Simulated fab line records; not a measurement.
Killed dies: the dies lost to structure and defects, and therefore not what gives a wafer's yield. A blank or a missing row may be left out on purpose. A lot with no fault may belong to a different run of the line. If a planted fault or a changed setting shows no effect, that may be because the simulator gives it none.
Chamber matching | flow sfq line | SFQ_TRILAYER_I1_CMP_CMP_046 on cmp-01 has 4 sister chambers
The step polishes SiO2. 4 wafers are shown with their chamber, then 10 later ones without.

WAFERS PAIRED WITH THEIR CHAMBERS
wafer  | chamber | motor current A (A)
L407.3 | 3       | 8.8
L407.4 | 1       | 11.2
L411.3 | 0       | 11.3
L411.4 | 2       | 11.8

WAFERS MISSING THEIR CHAMBER
wafer  | motor current A (A)
L411.5 | 8.8
L413.2 | 11.0
L413.3 | 9.0
L413.4 | 11.2
L415.2 | 8.6
L415.4 | 10.9
L415.5 | 11.2
L417.3 | 10.9
L417.1 | 8.7
L417.6 | 10.9

WHICH CHAMBER EACH WENT THROUGH
wafer  | from the rows above     | in truth
L411.5 | 3                       | 3
L413.2 | can't be placed: 1 or 0 | 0
L413.3 | 3                       | 3
L413.4 | can't be placed: 1 or 0 | 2
L415.2 | 3                       | 3
L415.4 | can't be placed: 1 or 0 | 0
L415.5 | can't be placed: 1 or 0 | 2
L417.3 | can't be placed: 1 or 0 | 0
L417.1 | 3                       | 3
L417.6 | can't be placed: 1 or 0 | 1
Placed correctly: 4 of 10. Unplaceable from these rows: 6, with the true chamber sitting among the candidates in 4. 0 placed wrongly.
How it was worked out, from the rows above alone: a wafer's distance from a chamber is the root of the sum, over the readings, of the square of ((its reading less the chamber's mean) divided by the reading's scatter). If the next closest chamber is less than 2 further off than the closest, the wafer can't be placed; otherwise it belongs to the closest. For every chamber, the mean is computed from those of its wafers that are shown. The scatter (one wafer shown for each chamber): square how far every hidden wafer sits from the nearest shown wafer, average those squares and take the square root.
